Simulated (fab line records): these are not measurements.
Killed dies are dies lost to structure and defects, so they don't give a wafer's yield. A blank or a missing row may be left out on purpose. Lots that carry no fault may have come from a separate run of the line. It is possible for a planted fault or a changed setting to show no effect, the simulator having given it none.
Code-filled problem report in 8D (eight disciplines) form    flow gf180mcu    the parts of the form that need people (team, actions taken, sign-off) are left out

== 1. THE ISSUE ==
STI_CVD_03_THK at GF_STI_THK_MEAS_04 reads a mean of 219.0 nm on 3 wafers of 1 lot; wafers without a fault read 207.4 nm with a standard deviation of 1.7. Measured from the usual mean, that is +6.8 standard deviations.
Seen first at day 4 11:34 on film metro-02, wafer L138.2. At this step, 36 wafers from 12 lots have a number in the record. By rule, "out" or "out of limits" means more than 4 standard deviations away from the usual mean. The rest of the wafers with a number are treated as sound.

== 2. WHAT IT IS, WHAT IT ISN'T ==
question                     is                      is not
which readings at this step  STI_CVD_03_THK          -
which lots                   L138                    L124, L125, L126, L129, L131, L135, L141, L142, L143, L145, L147
which wafers of those lots   all that have a number  -
read on which gauges         film metro-02           film metro-01, film metro-03
when                         from day 4 11:34        up to then (18 sound wafers); but 15 sound wafers of L141, L142, L143, L145, L147 came after

== 3. SUSPECTS, AND WHAT RULES EACH OUT ==
Counting: any tool at a process step up to the reading is kept as a suspect provided that every lot that is out went through it and no sound lot did after the first of them.
- the gauge at GF_STI_THK_MEAS_04: kept. All the wafers that are out were read on film metro-02, and no step on other tools shows them out.
- lpcvd-01 at GF_STI_CVD_03 (deposits Si3N4 from DCS/NH3, target thk 207.16 nm, time 3551 s): ruled out as a lasting fault. The sound lots L141 went through it after L138, its earliest lot that is out (day 4 09:34).
Left after counting: film metro-02 at GF_STI_THK_MEAS_04.

== 4. THE CAUSE (what the simulator had put in) ==
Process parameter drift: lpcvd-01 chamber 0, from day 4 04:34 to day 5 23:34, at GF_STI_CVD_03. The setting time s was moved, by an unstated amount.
The count ruled it out by mistake, since the rule takes a fault to strike every lot its tool runs from the start of the fault on, and this one did not do so.

== 5. SEQUENCE OF EFFECTS, ordered by route ==
Rows list readings where the struck wafers' mean (over those with a number) sits beyond 3 standard deviations from the usual. Scope: only readings with a usual standard deviation given in the record; hours: median across lots of the time from each lot's start at the first step in this table that gives one to its start at this step; sigmas: change in usual standard deviations.
hours  step                reading         usual       on struck wafers  change  sigmas
0      GF_STI_THK_MEAS_04  STI_CVD_03_THK  207.4 nm    219.0             +11.6   +6.8
14     GF_STI_ETCH_13      oes product au  0.834 a.u.  0.862             +0.028  +4.8
Its process steps:
- GF_STI_ETCH_13: etches the open film in CHF3/O2, stops on Si, target depth 282.31 nm, time 112.9 s.
Later steps that measure or inspect, where all struck wafers having a row at the step show a number for every such reading and not one has moved that far: GF_POLY_GATE_OVL_MEAS_11, GF_HV_LDD_CD_MEAS_07.

== 6. WHAT WOULD HAVE CAUGHT IT SOONER ==
Counted from the fault's start at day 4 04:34, it took 7 hours until the first out-of-limits reading at a measuring or inspecting step in this record, taken at day 4 11:34.
No tool reading at GF_STI_CVD_03 that has a usual standard deviation in the record was out on any struck wafer, so an alarm limit of 4 standard deviations on those readings would not have fired.
